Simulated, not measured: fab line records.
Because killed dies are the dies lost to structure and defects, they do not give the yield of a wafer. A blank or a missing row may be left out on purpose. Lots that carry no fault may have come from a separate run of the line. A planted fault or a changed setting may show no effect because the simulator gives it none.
Which of the tools did it? ; flow sky130 ; 36 wafers from 12 lots sampled at 6 of the route's 708 steps

== WHAT EACH GAUGE READ, for each wafer ==
SKY_RES_PROTECT_TW_MEAS_08. Usual: POLY_GATE_TW gives 4026 (standard deviation 21).
lot;measured;on;POLY_GATE_TW;flag
L285;day 16 03:43;film_metro-02;4047 4046 4045;
L286;day 16 09:35;film_metro-02;4019 3995 4023;
L287;day 16 20:38;film_metro-02;4029 4027 4025;
L289;day 17 09:58;film_metro-03;4047 4015 4040;
L290;day 17 18:35;film_metro-03;4015 4003 4027;
L291;day 18 03:17;film_metro-03;3998 3995 3995;
L292;day 18 13:23;film_metro-01;4022 4026 4028;
L293;day 18 22:14;film_metro-03;4023 4008 4004;
L294;day 19 04:54;film_metro-02;4080 4066 4085;
L303;day 22 14:41;film_metro-02;4051 4055 4035;
L304;day 22 20:49;film_metro-01;4036 4017 4042;
L305;day 23 10:02;film_metro-03;4021 3998 4014;

SKY_LDD_P_OVL_MEAS_08. Usual: LDD_P_OVL gives -0.5 nm (standard deviation 1.1).
lot;measured;on;LDD_P_OVL (nm);flag
L285;day 20 03:21;overlay-02;1.0 0.3 0.0;
L286;day 21 02:06;overlay-02;-2.3 -0.3 -0.6;
L287;day 21 02:52;overlay-01;0.7 -2.7 1.0;
L289;day 21 13:02;overlay-02;0.2 0.2 -1.1;
L290;day 21 21:51;overlay-02;0.1 1.5 -0.9;
L291;day 22 04:36;overlay-01;-2.7 -1.8 -1.7;
L292;day 22 12:57;overlay-02;-1.4 -1.9 -0.7;
L293;day 22 21:13;overlay-01;1.0 1.4 -0.5;
L294;day 23 06:08;overlay-02;0.6 -1.1 -0.4;
L303;day 26 13:24;overlay-01;-0.1 0.2 -0.9;
L304;day 26 17:41;overlay-02;1.4 -0.4 0.5;
L305;day 27 06:48;overlay-01;1.8 0.6 1.2;

SKY_LDD_HVP_OVL_MEAS_07. Usual: LDD_HVP_OVL gives 0.8 nm (standard deviation 1.2).
lot;measured;on;LDD_HVP_OVL (nm);flag
L285;day 22 16:28;overlay-01;-0.1 0.6 -0.4;
L286;day 23 14:22;overlay-02;0.6 1.3 -0.2;
L287;day 23 14:24;overlay-01;0.8 -1.0 0.2;
L289;day 24 01:06;overlay-02;3.0 2.9 1.7;
L290;day 24 10:23;overlay-02;1.1 0.1 1.4;
L291;day 24 16:54;overlay-01;1.2 0.6 0.9;
L292;day 25 00:28;overlay-02;0.8 1.1 2.2;
L293;day 25 09:32;overlay-01;0.3 -1.1 1.1;
L294;day 25 17:12;overlay-01;0.6 0.4 0.6;
L303;day 28 23:32;overlay-01;-0.8 0.8 -0.7;
L304;day 29 03:25;overlay-01;2.3 2.1 2.6;
L305;day 29 15:20;overlay-01;-0.4 1.4 -0.1;

SKY_LDD_HVP_TW_MEAS_10. Usual: LDD_HVP_TW gives 455.4 (standard deviation 2.3).
lot;measured;on;LDD_HVP_TW;flag
L285;day 22 16:49;film_metro-01;453.9 457.3 455.8;
L286;day 23 14:39;film_metro-01;454.2 454.2 453.8;
L287;day 23 14:41;film_metro-02;455.5 456.5 458.9;
L289;day 24 01:23;film_metro-03;452.3 453.7 453.9;
L290;day 24 10:40;film_metro-01;458.2 458.6 459.7;
L291;day 24 17:11;film_metro-02;454.5 457.9 456.2;
L292;day 25 00:45;film_metro-02;460.8 457.0 456.7;
L293;day 25 09:50;film_metro-01;456.5 455.7 456.4;
L294;day 25 17:29;film_metro-02;462.2 457.4 464.0;
L303;day 28 23:49;film_metro-02;454.5 453.9 460.4;
L304;day 29 03:43;film_metro-02;457.8 457.0 458.2;
L305;day 29 15:37;film_metro-02;455.6 455.8 457.5;

== TOOL THAT RAN EACH LOT (tool first, then ch and the chambers of the sampled wafers, then the start) ==
lot;SKY_LDD_HVN_COAT_02;SKY_LDD_HVN_STRIP_09
L285;litho_track-03 ch 0, day 20 18:43;plasma_asher-02 ch 0,1, day 21 10:07
L286;litho_track-02 ch 0, day 21 16:23;plasma_asher-02 ch 0,1, day 22 08:17
L287;litho_track-02 ch 0, day 21 17:00;plasma_asher-01 ch 0,1, day 22 08:39
L289;litho_track-03 ch 0, day 22 04:41;plasma_asher-01 ch 0,1, day 22 19:26
L290;litho_track-02 ch 0, day 22 13:30;plasma_asher-03 ch 0,1, day 23 04:41
L291;litho_track-02 ch 0, day 22 19:08;plasma_asher-03 ch 0,1, day 23 11:06
L292;litho_track-02 ch 0, day 23 03:41;plasma_asher-01 ch 0,1, day 23 19:14
L293;litho_track-03 ch 0, day 23 12:52;plasma_asher-02 ch 0,1, day 24 03:38
L294;litho_track-02 ch 0, day 23 21:38;plasma_asher-02 ch 0,1, day 24 12:05
L303;litho_track-02 ch 0, day 27 04:08;plasma_asher-01 ch 0,1, day 27 18:44
L304;litho_track-03 ch 0, day 27 08:20;plasma_asher-01 ch 0,1, day 27 23:07
L305;litho_track-02 ch 0, day 27 21:09;plasma_asher-03 ch 0,1, day 28 11:31
- SKY_LDD_HVN_COAT_02: resist thk 300 nm.
- SKY_LDD_HVN_STRIP_09: strips in O2/N2.

== WHAT THE TOOLS THEMSELVES READ (means of the sampled wafers that have a number; where no wafer has one, the mark that the record gives instead) ==
SKY_LDD_HVN_STRIP_09. Usual: chamber_pressure_mTorr 1500.1 mTorr, standard deviation 1.5; drypump_motor_current_A 5.52 A, standard deviation 0.21; o2_flow_sccm 3002 sccm, standard deviation 8.7; oes_product_au 0.408 a.u., standard deviation 0.0044; strip_time_to_endpoint_s 4.139 s, standard deviation 0.017.
lot;tool;chamber_pressure_mTorr (mTorr);drypump_motor_current_A (A);o2_flow_sccm (sccm);oes_product_au (a.u.);strip_time_to_endpoint_s (s);flag
L285;plasma_asher-02;1501.0;5.60;3000;0.408;4.151;
L286;plasma_asher-02;1500.4;5.60;3010;0.408;4.137;
L287;plasma_asher-01;1500.4;5.50;2999;0.408;4.124;
L289;plasma_asher-01;1502.0;5.51;2989;0.408;4.136;
L290;plasma_asher-03;1500.5;5.67;3011;0.409;4.135;
L291;plasma_asher-03;1500.0;5.68;3008;0.411;4.149;
L292;plasma_asher-01;1500.5;5.44;3005;0.389;3.598;OFF
L293;plasma_asher-02;1500.3;5.58;3004;0.404;4.157;
L294;plasma_asher-02;1500.3;5.46;3001;0.362;3.056;OFF
L303;plasma_asher-01;1499.8;5.47;3005;0.409;4.147;
L304;plasma_asher-01;1498.6;5.50;3015;0.407;4.156;
L305;plasma_asher-03;1501.0;5.67;3003;0.407;4.131;

== THE ANSWER, worked out from the rows above alone ==
Rule: lot off if the mean of its wafers having a number is beyond 3 standard deviations from the usual mean. A lot without any number at a reading at which 4 lots or more have one is off too. The other lots that the step has rows for count as sound. Order of review: gauges by route order, followed by the tools' own readings, for which a lot's mean as printed above is used. The first step at which some lot is off is used, and at that step the reading that is off furthest; a lot without a number counts as furthest.
Off: L292, L294 (SKY_LDD_HVN_STRIP_09, strip_time_to_endpoint_s).
If a tool, at that step or one of the process steps before it, ran each lot that is off and ran no sound lot following the first of them, it fits. None of those tried fits.

== WHAT WAS PUT IN BY THE SIMULATOR ==
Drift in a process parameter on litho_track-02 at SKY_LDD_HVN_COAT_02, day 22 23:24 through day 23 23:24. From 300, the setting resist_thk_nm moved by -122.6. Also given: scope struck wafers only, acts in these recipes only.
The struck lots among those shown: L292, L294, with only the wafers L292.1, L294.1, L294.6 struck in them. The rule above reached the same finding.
